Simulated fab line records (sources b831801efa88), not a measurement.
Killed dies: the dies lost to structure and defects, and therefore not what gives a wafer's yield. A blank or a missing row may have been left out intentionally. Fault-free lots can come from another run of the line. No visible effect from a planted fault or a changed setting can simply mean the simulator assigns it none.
A lot that was struck, set against a sound lot | flow sky130 | 16 steps out of a route of 708
Sound: wafers L192.1, L192.4, L192.5. Wafers struck: L198.1, L198.2, L198.4. Last of all comes the cause.
Order at every step that has rows: each side's tool, ch and its chambers, its first start. Under that, the readings that differ: sound wafers | struck wafers | difference of the means | sigmas: that difference in standard deviations of wafers without a fault.
alike: readings with means less than 2 such deviations apart, plus words and numbers identical on both sides. not compared: withheld readings, readings lacking a value on some wafer, bounds such as >300 that could conceal the same value, and numbers that have no deviation in the record and whose values overlap.
A row with sigmas, a row that says differs or no value, or rows on one side alone: a step with any of these is where the two part. Numbers that don't overlap but have no deviation are shown without sigmas and don't part them. Lack of a reading on every wafer of one side parts them only where that side has two or more wafers.

first, 3 steps without rows for these wafers: SKY_SONOS_TUNNEL_EXPOSE_04 (exposes mask TUNM, target cd 410 nm); SKY_SONOS_TUNNEL_PEB_05; SKY_SONOS_TUNNEL_DEVELOP_06 (develop time 60 s).
SKY_SONOS_TUNNEL_CD_MEAS_07: the cd target is 410 nm.
  struck on cd_sem-02, day 15 15:41; sound on cd_sem-02, day 13 15:33
  alike: cd_nm
SKY_SONOS_TUNNEL_OVL_MEAS_08:
  struck on overlay-02, day 15 15:49; sound on overlay-02, day 13 15:40
  alike: SONOS_TUNNEL_OVL
then, 3 steps without rows for these wafers: SKY_SONOS_TUNNEL_IMPLANT_09; SKY_SONOS_TUNNEL_WET_ETCH_10 (etches SiO2 in dHF, target depth 14 nm, time 280 s); SKY_SONOS_TUNNEL_STRIP_11 (strips in SPM, time 600 s).
SKY_SONOS_TUNNEL_TW_MEAS_12:
  struck on film_metro-02, day 15 16:16; sound on film_metro-02, day 13 16:08
  alike: SONOS_TUNNEL_TW
then, 2 steps without rows for these wafers: SKY_SONOS_TUNNEL_CLEAN_13 (cleans in dHF, time 20 s); SKY_SONOS_ONO_OXIDATION_00 (stabilise 600 s, purge 300 s, target thk 2.6 nm).
SKY_SONOS_ONO_THK_MEAS_01:
  struck on film_metro-04, day 15 18:14; sound on film_metro-04, day 13 17:52
  alike: SONOS_ONO_OXIDATION_THK
SKY_SONOS_ONO_CVD_02: deposits Si3N4 from DCS/NH3, target thk 10.5 nm, time 180 s.
  sound on lpcvd-02 ch 0, day 13 19:17; struck on lpcvd-02 ch 1, day 15 18:37
  reading                                     | sound             | struck            | difference | sigmas
  spike_tc_centre_C (C)                       | 770.6 770.9 771.5 | 791.3 793.0 793.1 | +21.5      | +21
  spike_tc_upper_C (C)                        | 772.3 769.9 771.0 | 769.7 767.2 768.7 | -2.5       | -3
  zone_power_centre_pct (%)                   | 14.4 14.1 14.5    | 21.5 21.8 21.7    | +7.3       | +12
  zone_power_lower_pct (%)                    | 14.4 14.3 14.3    | 9.7 9.7 9.5       | -4.7       | -4
  zone_power_upper_pct (%)                    | 12.82 12.89 13.07 | 10.58 10.32 10.40 | -2.49      | -10
  model.Si3N4_of_SONOS_ONO_CVD_02.thk_nm (nm) | 10.38 10.4 10.4   | 10.76 10.9 11.31  | +0.60      |
  alike: spike_tc_lower_C
SKY_SONOS_ONO_THK_MEAS_03:
  struck on film_metro-03, day 15 19:40; sound on film_metro-03, day 13 20:20
  reading                   | sound             | struck            | difference | sigmas
  SONOS_ONO_CVD_02_THK (nm) | 10.40 10.38 10.36 | 10.76 10.91 11.34 | +0.62      | +4
then, 1 step without rows for these wafers: SKY_SONOS_ONO_CVD_04 (deposits SiO2 from SiH4/N2O, target thk 5.7199 nm).
-- a jump in the record: the struck wafers' starts before and after are 33 days apart (it breaks off in module SONOS_ONO and resumes in module PAD_OPEN, where the first step shown is number 708 of the route) --
SKY_PAD_OPEN_PROBE_99:
  struck on prober-01, day 48 22:44; sound on prober-01, day 47 12:09
  reading                               | sound                | struck               | difference | sigmas
  model.etest.cap_ono.gate_log10_a_cm2  | -7.652 -7.824 -7.725 | -7.934 -7.961 -8.255 | -0.316     |
  model.etest.cap_ono.tox_acc_nm (nm)   | 12.62 12.71 12.73    | 12.83 12.89 13.13    | +0.26      |
  model.etest.sonos_programmed.vt_v (V) | 1.508 1.516 1.534    | 1.504 1.489 1.327    | -0.079     |
  model.etest.sonos_erased.vt_v (V)     | -2.4 -2.372 -2.347   | -2.3 -2.263 -2.215   | +0.1       |
  alike: killed_at_M0_to_M3, killed_at_M4_up, killed_at_contacts, killed_at_front_end, killed_at_other, killed_dies, killed_open, killed_short
  not compared: model.etest.sonos_baked.vt_v, model.etest.sonos_baked.vt_less_v

## WHERE THEY PART
At SKY_SONOS_ONO_CVD_02 first; at SKY_SONOS_ONO_THK_MEAS_03 last (within this record only). Later steps at which nothing parts them and some readings are alike: SKY_PAD_OPEN_PROBE_99.

WHY: whatever the simulator had introduced
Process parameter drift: lpcvd-02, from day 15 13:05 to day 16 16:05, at SKY_SONOS_ONO_CVD_02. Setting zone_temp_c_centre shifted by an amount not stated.
